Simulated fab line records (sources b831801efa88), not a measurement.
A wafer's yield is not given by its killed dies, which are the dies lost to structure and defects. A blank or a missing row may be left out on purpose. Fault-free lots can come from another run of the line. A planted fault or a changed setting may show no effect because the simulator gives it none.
fab line records	flow gf180mcu
record: lots: 5	wafers: 15	last-day: 34
route steps=602 shown MVPSD@82 VT_IMPLANT@90
lots with no fault: from the same line, run without faults
start-h: the number of hours between the record's first day and the start of the first shown wafer of the lot	wait-h: hours from the lot's prior step to this one	" same as the row above	L1.1+2: several wafers, shown together as one row	- either no value or no given start	* or withheld: withheld	< > ~ a bound
route shown NAME@n: a module of which the file shows steps, and the number in the route of the first	usual: the fault-free wafers' mean and standard deviation	same: alike in all rows	chamber/n: place in a boat	sites: the reading at each site	_std_site: standard deviation across them	_edge_site: mean of outer sites minus mean of inner sites	radius-mm: for every site, how far away it sits from the centre of the wafer	mask NAME#n: copy n	behind: the tool/chamber that last shaped the wafer	hold: why the lot went on hold/how many hours it stayed there/how the hold came to an end	device: names the non-switching transistor (n, p or np)	end of line: at the end of the route, the tests of the same wafers	for a step that has no rows: nothing shown but its recipe	killed: count of dies lost to structure and defects at first sort (not the wafer's yield)	map: shows each die of a wafer: x if killed, . if not, _ if none is there
set.NAME: the run value of the setting; set.NAME@STEP: its run value at that earlier step	model.NAME: the simulator's own value behind a step, which no gauge read
lots seen at some steps along the route; tables by step, rows by wafer
services: when a tool's chamber went out of use (start-h, in hours from the record's first day, below 0 if earlier), for how many hours, and the reason
== steps ==
step: GF_MVPSD_EXPOSE_04
recipe: mask-id: MVPSD	target-cd-nm: 1000	na: 0.6	source-shape: conventional	sigma-outer: 0.6	dose-mj: 260
step: GF_MVPSD_PEB_05
recipe: temp-c: 115	time-s: withheld
step: GF_MVPSD_DEVELOP_06
recipe: wall-angle-deg: 90	develop-time-s: 60	dev-temp-c: 23
step: GF_MVPSD_OVL_MEAS_07
usual: MVPSD_OVL: 0.4/1.4
lot.wafer	tool	chamber	start-h	wait-h	MVPSD_OVL[nm]
L149.1	overlay-02	-	100.93	-	2.2
L149.2	"	-	"	"	2.6
L149.6	"	-	"	"	3.2
L166.1	overlay-01	-	205.92	-	-2.1
L166.2	"	-	"	"	-1.2
L166.5	"	-	"	"	-1.1
L167.2	overlay-02	-	212.73	-	1.6
L167.5	"	-	"	"	3.6
L167.6	"	-	"	"	2.4
L170.1	overlay-01	-	228.19	-	0.0
L170.4	"	-	"	"	0.6
L170.5	"	-	"	"	2.4
L171.1	overlay-01	-	244.72	-	-1.6
L171.2	"	-	"	"	0.3
L171.4	"	-	"	"	-0.2
step: GF_MVPSD_IMPLANT_08
recipe: species: B	energy-kev: 170	dose-cm2: 1.5e+13	tilt-deg: 0
step: GF_MVPSD_IMPLANT_09
recipe: species: B	energy-kev: 40	dose-cm2: 4.893e+12	tilt-deg: 0
step: GF_MVPSD_STRIP_10
recipe: chemistry: O2/N2	power-w: 1400	pressure-mtorr: 1500	platen-temp-c: 250	o2-flow-sccm: 3000	n2-flow-sccm: 300	overash-fraction: 0.5
usual: drypump-motor-current-A: 6.0/0.34	heater-power-w: 335/11	oes-product-au: 0.722/0.0045	strip-time-to-endpoint-s: 36.98/0.12
lot.wafer	tool	chamber	start-h	wait-h	drypump-motor-current-A	heater-power-w	oes-product-au	rf-hours-counter-h	strip-time-to-endpoint-s
L149.1	plasma-asher-03	1	101.27	0.1	6.5	325	0.717	30	37.03
L149.2	"	0	"	"	5.8	337	0.719	30	36.97
L149.6	"	1	"	"	6.5	335	0.737	-	37.04
L166.1	plasma-asher-01	0	206.26	0.1	6.0	323	0.725	58	36.93
L166.2	"	1	"	"	6.0	343	0.726	58	36.83
L166.5	"	1	"	"	6.0	342	0.712	-	36.81
L167.2	plasma-asher-01	0	213.06	0.1	6.0	321	0.723	58	36.90
L167.5	"	0	"	"	6.0	328	0.719	-	36.87
L167.6	"	1	"	"	5.9	349	0.718	-	36.83
L170.1	plasma-asher-03	0	228.53	0.1	5.8	342	0.718	44	36.98
L170.4	"	0	"	"	5.8	336	0.718	-	37.03
L170.5	"	0	"	"	5.7	341	0.721	-	36.97
L171.1	plasma-asher-04	0	245.06	0.1	6.1	359	0.724	12	37.20
L171.2	"	1	"	"	5.3	326	0.727	12	37.21
L171.4	"	1	"	"	5.3	338	0.716	-	37.19
step: GF_MVPSD_TW_MEAS_11
usual: MVPSD_TW: 555/4.3
lot.wafer	tool	chamber	start-h	wait-h	MVPSD_TW
L149.1	film-metro-04	-	101.37	0.1	564
L149.2	"	-	"	"	562
L149.6	"	-	"	"	562
L166.1	film-metro-04	-	206.36	0.1	557
L166.2	"	-	"	"	556
L166.5	"	-	"	"	559
L167.2	film-metro-01	-	213.17	0.1	554
L167.5	"	-	"	"	553
L167.6	"	-	"	"	555
L170.1	film-metro-01	-	228.63	0.1	551
L170.4	"	-	"	"	551
L170.5	"	-	"	"	551
L171.1	film-metro-01	-	245.16	0.1	553
L171.2	"	-	"	"	553
L171.4	"	-	"	"	555
step: GF_VT_IMPLANT_DEHYDRATE_00
recipe: temp-c: 200	time-s: 60
step: GF_VT_IMPLANT_HMDS_01
recipe: prime-time-s: 60	prime-temp-c: 120
step: GF_VT_IMPLANT_COAT_02
recipe: resist: NOVOLAK	spin-rpm: 3000	resist-thk-nm: 1000
step: GF_VT_IMPLANT_SOFTBAKE_03
recipe: temp-c: 90	time-s: 60	resist: NOVOLAK
step: GF_VT_IMPLANT_EXPOSE_04
recipe: mask-id: LVPWELL_LV_AREA	target-cd-nm: 600	na: 0.6	source-shape: conventional	sigma-outer: 0.6	dose-mj: 140
same: sigma-outer: 0.6
lot.wafer	tool	chamber	start-h	wait-h	mask
L149.1+2+6	iline-stepper-02	0	108.67	-	LVPWELL_LV_AREA#0
L166.1+2+5	iline-stepper-01	0	215.49	-	Nwell_LV_AREA#0
L167.2+5+6	iline-stepper-01	0	222.16	-	LVPWELL_LV_AREA#0
L170.1+4+5	iline-stepper-02	0	237.34	-	LVPWELL_LV_AREA#0
L171.1+2+4	iline-stepper-01	0	254.15	-	LVPWELL_LV_AREA#0
step: GF_VT_IMPLANT_PEB_05
recipe: temp-c: withheld	time-s: *	resist: NOVOLAK
step: GF_VT_IMPLANT_DEVELOP_06
recipe: develop-time-s: 60	dev-temp-c: 23
step: GF_VT_IMPLANT_OVL_MEAS_07
usual: VT_IMPLANT_OVL: 0.6/1.8
lot.wafer	tool	chamber	start-h	wait-h	VT_IMPLANT_OVL[nm]
L149.1	overlay-02	-	115.49	0.1	0.0
L149.2	"	-	"	"	3.4
L149.6	"	-	"	"	2.3
L166.1	overlay-01	-	223.98	0.1	-
L166.2	"	-	"	"	-
L166.5	"	-	"	"	-
L167.2	overlay-02	-	231.29	0.1	0.2
L167.5	"	-	"	"	-0.3
L167.6	"	-	"	"	-0.1
L170.1	overlay-02	-	246.48	0.1	-0.3
L170.4	"	-	"	"	0.4
L170.5	"	-	"	"	2.4
L171.1	overlay-02	-	263.64	0.1	2.4
L171.2	"	-	"	"	2.3
L171.4	"	-	"	"	2.3
step: GF_VT_IMPLANT_IMPLANT_08
recipe: species: BF2	energy-kev: 20	dose-cm2: 8.29e+12	tilt-deg: 7
step: GF_VT_IMPLANT_STRIP_09
recipe: chemistry: O2/N2	power-w: 1400	pressure-mtorr: 1500	platen-temp-c: 250	o2-flow-sccm: 3000	n2-flow-sccm: 300	overash-fraction: 0.5
usual: drypump-motor-current-A: 5.9/0.34	heater-power-w: 338/18	oes-product-au: 0.716/0.0047	strip-time-to-endpoint-s: 12.63/0.034
lot.wafer	tool	chamber	start-h	wait-h	drypump-motor-current-A	heater-power-w	oes-product-au	rf-hours-counter-h	strip-time-to-endpoint-s
L149.1	plasma-asher-01	0	115.67	0.1	6.0	326	0.724	48	12.59
L149.2	"	1	"	"	6.0	342	0.709	48	12.58
L149.6	"	0	"	"	6.0	320	0.711	-	12.61
L166.1	plasma-asher-03	1	224.17	0.1	6.5	327	0.709	44	12.67
L166.2	"	0	"	"	5.8	336	0.712	44	12.64
L166.5	"	0	"	"	5.7	336	0.714	-	12.64
L167.2	plasma-asher-02	1	231.47	0.1	5.4	380	0.704	60	12.60
L167.5	"	1	"	"	5.4	372	0.713	-	12.64
L167.6	"	0	"	"	6.1	323	0.718	-	12.69
L170.1	plasma-asher-01	1	246.66	0.1	6.0	350	0.722	62	12.60
L170.4	"	1	"	"	5.9	353	0.715	-	12.61
L170.5	"	0	"	"	6.0	316	0.725	-	12.59
L171.1	plasma-asher-03	1	263.83	0.1	6.5	334	0.706	48	12.54
L171.2	"	0	"	"	5.8	339	0.716	48	12.58
L171.4	"	1	"	"	6.5	329	0.721	-	12.56
step: GF_VT_IMPLANT_TW_MEAS_10
usual: VT_IMPLANT_TW: 565/4
lot.wafer	tool	chamber	start-h	wait-h	hold	VT_IMPLANT_TW
L149.1	film-metro-01	-	115.77	0.1	-	564
L149.2	"	-	"	"	-	567
L149.6	"	-	"	"	-	566
L166.1	film-metro-02	-	224.26	0.1	await-dispo/0.2h/release	30
L166.2	"	-	"	"	await-dispo/0.2h/release	30
L166.5	"	-	"	"	await-dispo/0.2h/release	30
L166.1	film-metro-02	-	224.49	0.2	-	30
L166.2	"	-	"	"	-	30
L166.5	"	-	"	"	-	30
L167.2	film-metro-01	-	231.58	0.1	-	563
L167.5	"	-	"	"	-	563
L167.6	"	-	"	"	-	563
L170.1	film-metro-01	-	246.76	0.1	-	563
L170.4	"	-	"	"	-	565
L170.5	"	-	"	"	-	563
L171.1	film-metro-01	-	263.93	0.1	-	565
L171.2	"	-	"	"	-	565
L171.4	"	-	"	"	-	566
== services ==
tool	chamber	start-h	hours	kind
plasma-asher-03	-	79.27	0.8	repair
iline-stepper-02	-	86.50	1.7	pm
iline-stepper-02	0	87.96	-	calibration
plasma-asher-03	-	98.16	2.0	repair
plasma-asher-04	-	108.75	9.0	pm
plasma-asher-04	0	108.75	9.0	vent-cycle
plasma-asher-04	1	108.75	9.0	vent-cycle
plasma-asher-04	-	117.75	2.8	pm
plasma-asher-04	0	117.75	-	clean
plasma-asher-04	1	117.75	-	clean
plasma-asher-03	-	121.61	2.8	pm
iline-stepper-01	-	173.13	1.7	pm
iline-stepper-01	-	178.54	4.5	repair
iline-stepper-02	-	209.26	2.1	pm
iline-stepper-02	-	211.35	-	consumable-replace:lamp
iline-stepper-01	0	220.00	-	calibration
plasma-asher-04	-	238.44	5.7	repair
== key ==
first-sign: step: GF_VT_IMPLANT_EXPOSE_04	reading: mask	direction: changed
effect: step: GF_VT_IMPLANT_OVL_MEAS_07	reading: VT_IMPLANT_OVL	direction: missing
effect: step: GF_VT_IMPLANT_TW_MEAS_10	reading: visit	direction: added
effect: step: GF_VT_IMPLANT_TW_MEAS_10	reading: VT_IMPLANT_TW	direction: down	sigmas: 99+	usual: 565	struck: 30
met-at GF_VT_IMPLANT_EXPOSE_04
struck-wafers L166.1,L166.2,L166.5
scrapped-behind GF_VT_IMPLANT_TW_MEAS_10 L166.1,L166.2,L166.5
fault: kind: wrong-mask	tool: any	chamber: -	onset-h: 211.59	steps: GF_VT_IMPLANT_EXPOSE_04	aux-copy: Nwell_LV_AREA#0	scope: struck-lots-only
